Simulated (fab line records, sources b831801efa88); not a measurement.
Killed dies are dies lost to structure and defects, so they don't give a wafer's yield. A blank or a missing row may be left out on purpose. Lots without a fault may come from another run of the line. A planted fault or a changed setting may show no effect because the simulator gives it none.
Which tool did it? | flow gf180mcu | 13 lots, 39 wafers sampled, at 2 steps of a route of 602

WHAT THE GAUGES READ, wafer by wafer
GF_M1_CD_MEAS_14: target cd 230 nm.
lot  | measured     | on        | cd_nm (nm)
L167 | day 18 00:36 | cd_sem-01 | 229.9 231.5 229.3
L170 | day 18 19:11 | cd_sem-01 | 231.2 229.8 229.5
L172 | day 19 05:20 | cd_sem-01 | 233.2 232.4 231.2
L173 | day 19 22:08 | cd_sem-01 | 229.2 230.0 228.8
L174 | day 20 03:32 | cd_sem-01 | 230.2 229.4 230.4
L175 | day 20 11:37 | cd_sem-02 | 229.7 229.7 229.5
L177 | day 21 06:11 | cd_sem-02 | 231.0 230.9 230.9
L184 | day 23 18:54 | cd_sem-02 | 228.4 229.3 229.1
L185 | day 24 06:13 | cd_sem-01 | 230.1 228.4 229.1
L186 | day 24 09:52 | cd_sem-01 | 229.2 230.3 229.5
L187 | day 24 12:01 | cd_sem-02 | 232.2 231.2 231.6
L188 | day 24 15:59 | cd_sem-01 | 230.3 229.1 230.0
L189 | day 25 05:23 | cd_sem-02 | 231.7 231.7 230.8

GF_V1_BOW_MEAS_05.
lot  | measured     | on            | V1_BOW (um)
L167 | day 18 01:59 | film_metro-04 | 97 74 89
L170 | day 18 20:41 | film_metro-04 | 81 89 88
L172 | day 19 06:43 | film_metro-04 | 83 83 80
L173 | day 19 23:31 | film_metro-04 | 76 66 82
L174 | day 20 04:55 | film_metro-04 | 82 69 71
L175 | day 20 13:02 | film_metro-02 | 89 88 83
L177 | day 21 07:35 | film_metro-02 | 80 83 76
L184 | day 23 20:35 | film_metro-01 | 90 83 78
L185 | day 24 07:35 | film_metro-01 | 93 75 86
L186 | day 24 11:22 | film_metro-01 | 74 80 66
L187 | day 24 13:25 | film_metro-04 | 83 83 85
L188 | day 24 17:24 | film_metro-04 | 74 75 84
L189 | day 25 06:56 | film_metro-01 | 89 77 75

WHICH TOOL RAN EACH LOT (tool, then ch and the chambers of the sampled wafers, then the start)
The record holds no process step before these readings.

WHAT THE TOOLS THEMSELVES READ (means of the sampled wafers that have a number; where no wafer has one, the mark that the record gives instead)
The record holds no such reading with a usual standard deviation.

THE ANSWER, worked out from the rows above alone
Rule: what is usual is taken from the lots themselves. Put in order of their means at a reading, lots are off if they are a third of the lots or fewer, leave a main group of 4 or more, and stand apart from it by a gap of 3 or more times the standard deviation of the main group's means; of several such gaps the widest counts. A main group whose means are all the same, to the digits that the tables above print for the reading, isn't used. A lot without any number at a reading at which 4 lots or more have one is off too. The other lots that the step has rows for count as sound. The gauges are gone through in route order, then the tools' own readings, and for those a lot's mean is taken as printed above. The first step at which some lot is off is used, and at that step the reading that is off furthest; a lot without a number counts as furthest.
No lot is off at any reading shown: from this, nothing can be told.

WHAT THE SIMULATOR HAD PUT IN
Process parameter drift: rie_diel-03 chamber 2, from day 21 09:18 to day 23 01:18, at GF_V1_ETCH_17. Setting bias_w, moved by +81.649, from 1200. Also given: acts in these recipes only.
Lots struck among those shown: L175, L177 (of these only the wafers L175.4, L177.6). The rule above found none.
